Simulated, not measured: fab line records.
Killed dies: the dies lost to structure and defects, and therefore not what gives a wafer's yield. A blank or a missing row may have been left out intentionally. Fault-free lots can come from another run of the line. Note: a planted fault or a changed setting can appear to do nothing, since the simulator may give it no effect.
Code-filled problem report in 8D (eight disciplines) form | flow sky130 | the parts of the form that need people (team, actions taken, sign-off) are left out

## 1. THE ISSUE
Mean VIA4_W_RS at SKY_VIA4_RS_MEAS_19: 0.2466 ohm/sq over 3 wafers in 2 lots; fault-free wafers: 0.2246 ohm/sq, standard deviation 0.0024. That is +9.2 standard deviations from the usual mean.
The step: measures by four-point-probe.
First seen on wafer L935.4, day 47 07:29, on filmMetro-02. The record holds 33 wafers of 11 lots with a number at this step. By rule, "out" or "out of limits" means more than 4 standard deviations away from the usual mean. The rest of the wafers with a number are treated as sound.

## 2. WHAT IT IS AND WHAT IT IS NOT
question                    | is                         | is not
which readings at this step | VIA4_W_RS                  | -
which lots                  | L935, L938                 | L919, L921, L922, L924, L926, L931, L932, L934, L937
which wafers of those lots  | L935.4, L938.2, L938.3     | L935.3, L935.6, L938.4
read on which gauges        | filmMetro-02, filmMetro-04 | filmMetro-01
when                        | from day 47 07:29          | up to then (26 sound wafers); but 4 sound wafers of L937, L938 came after

## 3. THE SUSPECTS, EACH WITH WHAT RULES IT OUT
Counting: a tool at a process step up to the reading stays a suspect if it ran every lot that is out. Sound lots after the first of them don't rule it out here, since some wafers of a struck lot are sound.
- the gauge at SKY_VIA4_RS_MEAS_19 is ruled out. Those wafers that are out were read across 2 gauges (filmMetro-02, filmMetro-04).
- cvdW-02 at SKY_VIA4_CVD_18 (deposits W, target thk 505 nm, time 152.14 s): kept. Ran every lot that is out, first one L935 (day 47 07:21); last sound lot up to then L932 (day 46 15:50). On those wafers its own readings are out: susceptorTempC.
- Within cvdW-02 at SKY_VIA4_CVD_18: the wafers that are out ran in chamber 1; their sound lot-mates ran in chamber 0.
After counting, what remains is cvdW-02 at SKY_VIA4_CVD_18.

## 4. THE CAUSE (what the simulator had put in)
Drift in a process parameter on cvdW-02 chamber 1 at SKY_VIA4_CVD_18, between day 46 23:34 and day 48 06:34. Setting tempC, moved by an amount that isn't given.
After counting, this tool was the only one left.

## 5. THE EFFECT CHAIN, in route order
One row per reading whose mean, taken over the struck wafers that have a number, lies over 3 standard deviations from the usual. Only readings for which the record gives a usual standard deviation are gone through. hours: the time from each lot's start at the first step in this table that gives one to its start at this step, as a median over the lots. sigmas: the change in usual standard deviations.
hours | step                 | reading        | usual         | on struck wafers | change  | sigmas
0     | SKY_VIA4_CVD_18      | susceptorTempC | 400.05 C      | 394.24           | -5.81   | -23
0     | SKY_VIA4_RS_MEAS_19  | VIA4_W_RS      | 0.2246 ohm/sq | 0.2466           | +0.0220 | +9.2
0     | SKY_VIA4_THK_MEAS_20 | VIA4_W_THK     | 494 nm        | 449              | -45     | -6.8
Here are the process steps it includes:
- SKY_VIA4_CVD_18: deposits W, target thk 505 nm, time 152.14 s.

## 6. WHAT WOULD HAVE CAUGHT IT SOONER
Counted from the fault's start at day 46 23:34, it took 8 hours until the first out-of-limits reading at a measuring or inspecting step in this record, taken at day 47 07:29.
Tool's own readings at SKY_VIA4_CVD_18, susceptorTempC: out on all struck wafers the step has rows for; an alarm limit on them would have tripped on the first.
Among the 2 lots that are out, L938 began SKY_VIA4_CVD_18 on cvdW-02 after day 47 07:29. It would have been spared by a hold on the tool at that moment.
